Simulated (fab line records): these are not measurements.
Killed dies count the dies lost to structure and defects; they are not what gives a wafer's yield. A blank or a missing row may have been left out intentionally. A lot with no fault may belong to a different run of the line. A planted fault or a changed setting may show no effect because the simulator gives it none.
Split-lot experiment || flow sky130 || 23 wafers read across 5 lots, on a route 708 steps long

## ON THE SPLIT
At SKY_SD_N_COAT_02 (resist thk 1140 nm), the setting spin rpm was moved away from the recipe's 3000 rpm on 9 of the 23 wafers read, by -6.9% to +4.6%. For the rest of the wafers, this setting stayed at what the recipe calls for.

The reading comes from the split's own step.

## THE READING
NOVOLAK_of_SD_N_COAT_02.thk nm (the simulator's own value, which no gauge read), in nm, at SKY_SD_N_COAT_02 (resist thk 1140 nm). The file gives no usual value for it. Across the 14 wafers here that went through the recipe, the average is 1139 nm and the standard deviation 3.4 nm.

{"wafer": "L074.1", "tool, chamber at the split": "litho track-02, 0", "spin rpm as run, rpm": 3000, "against the recipe": "recipe", "NOVOLAK_of_SD_N_COAT_02.thk nm, nm": 1144, "against lot-mates on the recipe": "-"}
{"wafer": "L074.6", "tool, chamber at the split": "litho track-02, 0", "spin rpm as run, rpm": 3000, "against the recipe": "recipe", "NOVOLAK_of_SD_N_COAT_02.thk nm, nm": 1144, "against lot-mates on the recipe": "-"}
{"wafer": "L074.3", "tool, chamber at the split": "litho track-02, 0", "spin rpm as run, rpm": 2900, "against the recipe": "-3.3%", "NOVOLAK_of_SD_N_COAT_02.thk nm, nm": 1165, "against lot-mates on the recipe": "+20"}
{"wafer": "L074.4", "tool, chamber at the split": "litho track-02, 0", "spin rpm as run, rpm": 3000, "against the recipe": "recipe", "NOVOLAK_of_SD_N_COAT_02.thk nm, nm": 1146, "against lot-mates on the recipe": "-"}
{"wafer": "L074.5", "tool, chamber at the split": "litho track-02, 0", "spin rpm as run, rpm": 2900, "against the recipe": "-3.3%", "NOVOLAK_of_SD_N_COAT_02.thk nm, nm": 1166, "against lot-mates on the recipe": "+21"}
{"wafer": "L079.4", "tool, chamber at the split": "litho track-03, 0", "spin rpm as run, rpm": 3000, "against the recipe": "recipe", "NOVOLAK_of_SD_N_COAT_02.thk nm, nm": 1137, "against lot-mates on the recipe": "-"}
{"wafer": "L079.5", "tool, chamber at the split": "litho track-03, 0", "spin rpm as run, rpm": 3000, "against the recipe": "recipe", "NOVOLAK_of_SD_N_COAT_02.thk nm, nm": 1137, "against lot-mates on the recipe": "-"}
{"wafer": "L079.6", "tool, chamber at the split": "litho track-03, 0", "spin rpm as run, rpm": 3000, "against the recipe": "recipe", "NOVOLAK_of_SD_N_COAT_02.thk nm, nm": 1134, "against lot-mates on the recipe": "-"}
{"wafer": "L082.1", "tool, chamber at the split": "litho track-04, 0", "spin rpm as run, rpm": 2927, "against the recipe": "-2.4%", "NOVOLAK_of_SD_N_COAT_02.thk nm, nm": 1155, "against lot-mates on the recipe": "+16"}
{"wafer": "L082.2", "tool, chamber at the split": "litho track-04, 0", "spin rpm as run, rpm": 2927, "against the recipe": "-2.4%", "NOVOLAK_of_SD_N_COAT_02.thk nm, nm": 1153, "against lot-mates on the recipe": "+14"}
{"wafer": "L082.4", "tool, chamber at the split": "litho track-04, 0", "spin rpm as run, rpm": 3000, "against the recipe": "recipe", "NOVOLAK_of_SD_N_COAT_02.thk nm, nm": 1139, "against lot-mates on the recipe": "-"}
{"wafer": "L082.5", "tool, chamber at the split": "litho track-04, 0", "spin rpm as run, rpm": 3000, "against the recipe": "recipe", "NOVOLAK_of_SD_N_COAT_02.thk nm, nm": 1140, "against lot-mates on the recipe": "-"}
{"wafer": "L082.6", "tool, chamber at the split": "litho track-04, 0", "spin rpm as run, rpm": 2927, "against the recipe": "-2.4%", "NOVOLAK_of_SD_N_COAT_02.thk nm, nm": 1151, "against lot-mates on the recipe": "+12"}
{"wafer": "L083.1", "tool, chamber at the split": "litho track-04, 0", "spin rpm as run, rpm": 3000, "against the recipe": "recipe", "NOVOLAK_of_SD_N_COAT_02.thk nm, nm": 1136, "against lot-mates on the recipe": "-"}
{"wafer": "L083.4", "tool, chamber at the split": "litho track-04, 0", "spin rpm as run, rpm": 3000, "against the recipe": "recipe", "NOVOLAK_of_SD_N_COAT_02.thk nm, nm": 1136, "against lot-mates on the recipe": "-"}
{"wafer": "L083.2", "tool, chamber at the split": "litho track-04, 0", "spin rpm as run, rpm": 2794, "against the recipe": "-6.9%", "NOVOLAK_of_SD_N_COAT_02.thk nm, nm": 1181, "against lot-mates on the recipe": "+43"}
{"wafer": "L083.3", "tool, chamber at the split": "litho track-04, 0", "spin rpm as run, rpm": 3000, "against the recipe": "recipe", "NOVOLAK_of_SD_N_COAT_02.thk nm, nm": 1141, "against lot-mates on the recipe": "-"}
{"wafer": "L083.5", "tool, chamber at the split": "litho track-04, 0", "spin rpm as run, rpm": 2794, "against the recipe": "-6.9%", "NOVOLAK_of_SD_N_COAT_02.thk nm, nm": 1179, "against lot-mates on the recipe": "+41"}
{"wafer": "L084.1", "tool, chamber at the split": "litho track-02, 0", "spin rpm as run, rpm": 3000, "against the recipe": "recipe", "NOVOLAK_of_SD_N_COAT_02.thk nm, nm": 1140, "against lot-mates on the recipe": "-"}
{"wafer": "L084.2", "tool, chamber at the split": "litho track-02, 0", "spin rpm as run, rpm": 3137, "against the recipe": "+4.6%", "NOVOLAK_of_SD_N_COAT_02.thk nm, nm": 1110, "against lot-mates on the recipe": -28}
{"wafer": "L084.3", "tool, chamber at the split": "litho track-02, 0", "spin rpm as run, rpm": 3000, "against the recipe": "recipe", "NOVOLAK_of_SD_N_COAT_02.thk nm, nm": 1139, "against lot-mates on the recipe": "-"}
{"wafer": "L084.5", "tool, chamber at the split": "litho track-02, 0", "spin rpm as run, rpm": 3137, "against the recipe": "+4.6%", "NOVOLAK_of_SD_N_COAT_02.thk nm, nm": 1115, "against lot-mates on the recipe": -23}
{"wafer": "L084.6", "tool, chamber at the split": "litho track-02, 0", "spin rpm as run, rpm": 3000, "against the recipe": "recipe", "NOVOLAK_of_SD_N_COAT_02.thk nm, nm": 1136, "against lot-mates on the recipe": "-"}

THE FIT
A straight line over all 23 wafers: NOVOLAK_of_SD_N_COAT_02.thk nm changes by -6.1 nm for each +1% of spin rpm; r = -0.98; the points scatter about the line by 3.5 nm.
The same after taking each lot's own level away (the mean of its wafers on the recipe; 23 wafers): -5.97 nm for each +1%; r = -0.99; scatter 1.8 nm.
According to that fit, moving spin rpm by its largest amount changes the reading by 41 nm.
The span of the lots' own levels, 1136.0 to 1144.7 nm, comes to 2.5 times the standard deviation stated above.
The two slopes are in agreement: the lot-to-lot level therefore moves the slope only a little.
Check: with one of the wafers moved furthest among these (-6.9%) left out of the fit, the line predicts +40.4 nm for it against its lot-mates. It came out at +43.3 nm against them.

## THESE WAFERS: OTHER SPLITS
Other splits were also applied to these wafers ahead of the reading. Each is held against what the fit with the lots' levels taken away leaves over:
{"other split on the same wafers": "SKY_LDD_LDN_IMPLANT_10 dose cm2", "wafers away from the commonest value": 6, "r with NOVOLAK_of_SD_N_COAT_02.thk nm (lot level and that fit taken away)": -0.23}
{"other split on the same wafers": "SKY_POLY_CUT_COAT_03 spin rpm", "wafers away from the commonest value": 9, "r with NOVOLAK_of_SD_N_COAT_02.thk nm (lot level and that fit taken away)": "+0.24"}
{"other split on the same wafers": "SKY_POLY_CUT_ETCH_10 time s", "wafers away from the commonest value": 9, "r with NOVOLAK_of_SD_N_COAT_02.thk nm (lot level and that fit taken away)": "+0.39"}
{"other split on the same wafers": "SKY_SD_P_IMPLANT_09 energy kev", "wafers away from the commonest value": 5, "r with NOVOLAK_of_SD_N_COAT_02.thk nm (lot level and that fit taken away)": "+0.26"}

## THE WHOLE CHAIN: every reading that the file lists as answering this split, in the file's order
{"step": "SKY_SD_N_COAT_02", "what it does": "resist thk 1140 nm", "reading": "NOVOLAK_of_SD_N_COAT_02.thk nm (the simulator's own value, which no gauge read)", "change (the file's fit)": "-5.98 nm for each +1% of the setting", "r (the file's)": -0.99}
{"step": "SKY_SD_N_STRIP_11", "what it does": "strips in O2/N2", "reading": "strip time to endpoint s", "change (the file's fit)": "withheld for each +1% of the setting, in a fit together with energy kev@SD_N_IMPLANT_09", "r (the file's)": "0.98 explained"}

## THE FILE'S OWN FIT
NOVOLAK_of_SD_N_COAT_02.thk nm changes by -5.98 nm for each +1% of spin rpm, r = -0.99.
